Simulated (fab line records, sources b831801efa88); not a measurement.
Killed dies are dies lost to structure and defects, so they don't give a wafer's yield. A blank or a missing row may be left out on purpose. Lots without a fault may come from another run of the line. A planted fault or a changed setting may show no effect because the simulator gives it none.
Which tool did it? | flow sky130 | 12 lots, 36 wafers sampled, at 3 steps of a route of 708

WHAT THE GAUGES READ, wafer by wafer
SKY_FIELD_ISO_BOW_MEAS_00.
lot  | measured    | on            | INCOMING_BOW (um)
L956 | day 1 20:01 | film_metro-01 | -9 4 5
L958 | day 2 06:00 | film_metro-03 | 0 5 4
L960 | day 2 16:00 | film_metro-03 | -2 -6 3
L961 | day 2 21:00 | film_metro-03 | -11 2 7
L962 | day 3 02:01 | film_metro-02 | -3 -1 1
L963 | day 3 07:00 | film_metro-01 | -5 11 5
L964 | day 3 12:00 | film_metro-03 | 0 -5 1
L966 | day 3 22:00 | film_metro-02 | -6 5 2
L972 | day 5 04:00 | film_metro-01 | 14 4 0
L974 | day 5 14:00 | film_metro-01 | -1 -1 -9
L976 | day 6 00:00 | film_metro-01 | -7 13 4
L977 | day 6 05:02 | film_metro-03 | 4 9 -6

SKY_FIELD_ISO_THK_MEAS_04.
lot  | measured    | on            | FIELD_ISO_CVD_03_THK (nm)
L956 | day 2 00:49 | film_metro-01 | 164.6 164.2 163.8
L958 | day 2 10:19 | film_metro-01 | 164.6 165.6 164.0
L960 | day 2 20:24 | film_metro-03 | 164.1 164.8 164.6
L961 | day 3 00:29 | film_metro-01 | 165.6 166.1 165.5
L962 | day 3 07:38 | film_metro-01 | 163.6 163.9 163.6
L963 | day 3 13:01 | film_metro-02 | 161.5 164.1 163.4
L964 | day 3 16:10 | film_metro-01 | 164.6 166.9 166.2
L966 | day 4 04:39 | film_metro-01 | 164.2 163.8 164.0
L972 | day 5 10:28 | film_metro-03 | 163.6 164.4 163.8
L974 | day 5 18:18 | film_metro-03 | 165.3 165.7 165.1
L976 | day 6 03:36 | film_metro-02 | 162.8 165.0 165.5
L977 | day 6 09:00 | film_metro-01 | 165.7 165.0 165.0

SKY_POLY_GATE_THK_MEAS_01.
lot  | measured     | on            | POLY_GATE_CVD_00_THK (nm)
L956 | day 14 16:16 | film_metro-04 | 180.4 179.9 181.1
L958 | day 15 04:58 | film_metro-04 | 181.5 180.8 181.4
L960 | day 16 05:08 | film_metro-03 | 181.1 180.4 179.4
L961 | day 16 13:47 | film_metro-01 | 182.9 182.2 181.1
L962 | day 17 03:44 | film_metro-01 | 180.7 182.6 182.0
L963 | day 17 08:10 | film_metro-01 | 182.9 182.4 182.2
L964 | day 17 13:40 | film_metro-01 | 179.2 181.6 180.3
L966 | day 18 09:16 | film_metro-04 | 179.9 178.1 180.1
L972 | day 20 14:51 | film_metro-03 | 180.4 181.2 181.1
L974 | day 21 02:22 | film_metro-04 | 181.3 180.5 180.8
L976 | day 22 13:28 | film_metro-01 | 179.7 180.2 181.4
L977 | day 22 14:44 | film_metro-04 | 184.0 184.0 183.5

WHICH TOOL RAN EACH LOT (tool, then ch and the chambers of the sampled wafers, then the start)
The record holds no process step before these readings.

WHAT THE TOOLS THEMSELVES READ (means of the sampled wafers that have a number; where no wafer has one, the mark that the record gives instead)
The record holds no such reading with a usual standard deviation.

THE ANSWER, worked out from the rows above alone
Rule: what is usual is taken from the lots themselves. Put in order of their means at a reading, lots are off if they are a third of the lots or fewer, leave a main group of 4 or more, and stand apart from it by a gap of 3 or more times the standard deviation of the main group's means; of several such gaps the widest counts. A main group whose means are all the same, to the digits that the tables above print for the reading, isn't used. A lot without any number at a reading at which 4 lots or more have one is off too. The other lots that the step has rows for count as sound. The gauges are gone through in route order, then the tools' own readings, and for those a lot's mean is taken as printed above. The first step at which some lot is off is used, and at that step the reading that is off furthest; a lot without a number counts as furthest.
No lot is off at any reading shown: from this, nothing can be told.

WHAT THE SIMULATOR HAD PUT IN
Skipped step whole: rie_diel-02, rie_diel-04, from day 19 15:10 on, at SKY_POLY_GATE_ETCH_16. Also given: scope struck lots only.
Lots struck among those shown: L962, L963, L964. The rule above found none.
